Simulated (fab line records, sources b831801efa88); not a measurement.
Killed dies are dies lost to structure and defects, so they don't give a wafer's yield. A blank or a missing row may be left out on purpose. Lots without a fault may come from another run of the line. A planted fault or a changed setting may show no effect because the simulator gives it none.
A struck lot beside a sound one | flow gf180mcu | 18 steps out of a route of 602
Sound: wafers L408.3, L408.4, L408.6. Struck: wafers L415.1, L415.4, L415.5. The cause comes at the end.
At each step with rows: each side's tool, then ch and its chambers, then its first start. Under that, the readings that differ: sound wafers | struck wafers | difference of the means | sigmas: that difference in standard deviations of wafers without a fault.
alike: readings whose means differ by less than 2 such deviations, and words and numbers that are the same on both sides. not compared: withheld readings, readings that some wafer has no value for, bounds like >300 that may hide the same value, and numbers for which the record gives no deviation and whose values overlap.
The two part at a step that has a row with sigmas, a row that says differs or no value, or rows on one side only. Numbers that don't overlap but have no deviation are shown without sigmas and don't part them. A reading that every wafer of one side lacks parts them only if that side has two wafers or more.

first, 1 step without rows for these wafers: GF_HV_LDD_CLEAN_51 (cleans in SC1/SC2, time 150 s).
GF_HV_LDD_RTA_52: time 10 s.
  sound on rtp_anneal-01 ch 0, day 16 04:55; struck on rtp_anneal-01 ch 0, day 18 11:05
  alike: lamp_power_pct, wafer_temp_C_max
GF_HV_LDD_RS_MEAS_53: measures by four-point-probe.
  sound on film_metro-03, day 16 05:01; struck on film_metro-04, day 18 11:08
  alike: HV_LDD_RS
then, 1 step without rows for these wafers: GF_HV_LDD_CVD_54 (deposits SiO2 from TEOS, target thk 10 nm, time 75 s).
GF_HV_LDD_THK_MEAS_55:
  sound on film_metro-03, day 16 06:08; struck on film_metro-04, day 18 12:17
  alike: HV_LDD_CVD_54_THK
then, 1 step without rows for these wafers: GF_HV_LDD_CVD_56 (deposits Si3N4 from DCS/NH3, target thk 90 nm, time 1543 s).
GF_HV_LDD_THK_MEAS_57:
  sound on film_metro-03, day 16 07:37; struck on film_metro-01, day 18 13:46
  alike: HV_LDD_CVD_56_THK
GF_HV_LDD_ETCHBACK_58: etches Si3N4 in CH3F/O2, stops on SiO2, time 100 s, target depth 90 nm.
  sound on rie_diel-03 ch 0,2, day 16 07:40; struck on rie_diel-02 ch 0,1,3, day 18 13:50
  alike: drypump_motor_current_A, oes_product_au, throttle_valve_pct
  not compared: rf_hours_counter_h
then, 4 steps without rows for these wafers: GF_NSD_DEHYDRATE_00 (time 60 s); GF_NSD_HMDS_01 (prime time 60 s); GF_NSD_COAT_02 (resist thk 1000 nm); GF_NSD_SOFTBAKE_03 (time 60 s).
GF_NSD_EXPOSE_04: exposes mask Nplus, target cd 400 nm.
  sound on iline_stepper-02 ch 0, day 16 19:10; struck on iline_stepper-02 ch 0, day 19 02:02
  reading                     | sound                | struck            | difference | sigmas
  model.NSD.overlay_x_nm (nm) | 0.4565 0.4565 0.4565 | 296.1 296.1 296.1 | +295.6     |
  alike: mask
then, 2 steps without rows for these wafers: GF_NSD_PEB_05; GF_NSD_DEVELOP_06 (develop time 60 s).
GF_NSD_CD_MEAS_07: target cd 400 nm.
  sound on cd_sem-02, day 17 05:48; struck on cd_sem-02, day 19 13:37
  alike: cd_nm
GF_NSD_OVL_MEAS_08:
  sound on overlay-02, day 17 05:53; struck on overlay-02, day 19 13:56
  reading      | sound       | struck            | difference | sigmas
  NSD_OVL (nm) | 1.1 0.7 0.9 | 295.5 295.3 295.8 | +294.6     | +99 or more
  not compared: hold
GF_PASSIVATION_PROBE_99:
  the record has rows for the sound wafers here (prober-02, day 32 09:27) and none for the struck ones

WHERE THEY PART
First at GF_NSD_OVL_MEAS_08; last, within this record, at GF_PASSIVATION_PROBE_99.

WHY: what the simulator had put in
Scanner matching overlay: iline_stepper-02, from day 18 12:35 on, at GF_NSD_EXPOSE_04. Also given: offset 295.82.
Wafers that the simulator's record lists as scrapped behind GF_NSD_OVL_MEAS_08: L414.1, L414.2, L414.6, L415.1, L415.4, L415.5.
